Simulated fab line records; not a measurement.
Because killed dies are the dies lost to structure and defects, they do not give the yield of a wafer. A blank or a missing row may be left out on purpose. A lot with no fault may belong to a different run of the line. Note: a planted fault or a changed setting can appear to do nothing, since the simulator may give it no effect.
A struck lot beside a sound one | flow sky130 | 35 out of 708 route steps
Sound: wafers L645.2, L645.3, L645.6. Struck: wafers L653.2, L653.4 (left out: L653.3, a lot-mate that was not struck); the cause follows at the end.
Each step with rows lists, per side, the tool, then ch with its chambers, then its first start. Under that, the readings that differ: sound wafers | struck wafers | difference of the means | sigmas: that difference in standard deviations of wafers without a fault.
alike: a reading whose means differ by less than 2 such deviations, as well as words and numbers matching on both sides. not compared: withheld readings; readings where some wafer has no value; bounds like >300 that might hide an equal value; numbers whose values overlap and for which the record gives no deviation.
A row with sigmas, a row that says differs or no value, or rows on one side alone: a step with any of these is where the two part. When numbers do not overlap yet have no deviation, they are printed without sigmas and do not part them. Lack of a reading on every wafer of one side parts them only where that side has two or more wafers.

first, 10 steps without rows for these wafers: SKY_VIA3_EXPOSE_09 (exposes mask VIM3, target cd 200 nm); SKY_VIA3_PEB_10; SKY_VIA3_DEVELOP_11 (develop time 60 s); SKY_VIA3_ETCH_14 (etches BARC in N2/H2, stops on SiO2, time 45.9 s, target depth 60 nm); SKY_VIA3_ETCH_15 (etches SiO2 in C4F8/O2/Ar, stops on TiN, target depth 507 nm, time 78 s); SKY_VIA3_STRIP_16 (strips in O2/N2); SKY_VIA3_STRIP_17 (strips in post etch residue remover, time 1200 s); SKY_VIA3_CLEAN_18 (cleans in IPA, time 180 s); SKY_VIA3_CLEAN_19 (cleans in O3/DIW); SKY_VIA3_SPUTTER_20 (material TiN, target thk 20 nm, time 80 s).
SKY_VIA3_CVD_21: deposits W, target thk 390 nm, time 117.31 s.
  sound on cvdW-01 ch 0,1, day 41 02:16; struck on cvdW-01 ch 1, day 43 23:29
  alike: heaterPowerW
then, 23 steps without rows for these wafers: SKY_VIA3_CMP_24 (polishes, stops on SiO2, t overpolish 20 s, target thk 0 nm); SKY_METAL4_SPUTTER_00 (material Ti, target thk 15 nm, time 10 s); SKY_METAL4_SPUTTER_01 (material TiN, target thk 20 nm, time 16.7 s); SKY_METAL4_SPUTTER_02 (material AlCu, target thk 735 nm, time 39.1 s); SKY_METAL4_SPUTTER_03 (material Ti, target thk 5 nm, time 3.3 s); SKY_METAL4_SPUTTER_04 (material TiN, target thk 70 nm, time 58.3 s); SKY_CAP2M_CVD_00 (deposits SiO2, target thk 15.5 nm); SKY_CAP2M_SPUTTER_02 (material TiN, target thk 200 nm, time 166.7 s); SKY_CAP2M_DEHYDRATE_05 (time 60 s); SKY_CAP2M_HMDS_06 (prime time 60 s); SKY_CAP2M_COAT_07 (resist thk 1140 nm); SKY_CAP2M_SOFTBAKE_08 (time 60 s); SKY_CAP2M_EXPOSE_09 (exposes mask CAP2M, target cd 1000 nm); SKY_CAP2M_PEB_10; SKY_CAP2M_DEVELOP_11 (develop time 60 s); SKY_CAP2M_METAL_ETCH_13 (etches TiN in Cl2/BCl3, stops on SiO2, target depth 220 nm, time 62.9 s); SKY_CAP2M_STRIP_14 (strips in O2/N2); SKY_CAP2M_STRIP_15 (strips in post etch residue remover, time 1200 s); SKY_CAP2M_CLEAN_16 (cleans in IPA, time 180 s); SKY_CAP2M_CLEAN_17 (cleans in O3/DIW); SKY_METAL4_DEHYDRATE_05 (time 60 s); SKY_METAL4_HMDS_06 (prime time 60 s); SKY_METAL4_COAT_07 (resist thk 60 nm).
-- the record jumps here: 6 days lie between the struck wafers' starts before and after (it left off in module METAL4 and takes up again in module PAD_OPEN, whose first step shown is number 708 of the route) --
SKY_PAD_OPEN_PROBE_99:
  sound on prober-02 at day 47 03:34; struck on prober-01 at day 49 13:04
reading                               | sound             | struck      | difference | sigmas
defectLimitedYield (%)                | 82.5 80.7 77.0    | 76.2 72.8   | -5.6       | -3
killed_at_M0_to_M3                    | 41 46 58          | 80 80       | +32        | +4
killedDies                            | 86 95 113         | 117 134     | +28        | +2
sort_bin_3_pad_short (%)              | 0.6 1.2 0.8       | 4.5 3.9     | +3.3       | +8
sortNPass                             | 406 397 379       | 375 358     | -28        | -2
sortYieldPct (%)                      | 82.5 80.7 77.0    | 76.2 72.8   | -5.6       | -3
model.etest.tester.sortNPass          | 406 397 379       | 375 358     | -28        | 
model.etest.tester.sortYieldPct (%)   | 82.52 80.69 77.03 | 76.22 72.76 | -5.59      | 
model.etest.tester.sort_bin_5_pct (%) | 11.59 10.98 13.01 | 13.21 15.24 | +2.37      | 
model.etest.tester.sort_bin_3_pct (%) | 0.6098 1.22 0.813 | 4.472 3.862 | +3.286     | 
  alike: killed_at_M4_up, killedAtContacts, killedAtFrontEnd, killedAtOther, killedOnRim, killedOpen, killedShort, sort_bin_5_function, sort_bin_6_memory

== WHERE THEY PART ==
Only at SKY_PAD_OPEN_PROBE_99, within this record.

WHY: what the simulator had put in
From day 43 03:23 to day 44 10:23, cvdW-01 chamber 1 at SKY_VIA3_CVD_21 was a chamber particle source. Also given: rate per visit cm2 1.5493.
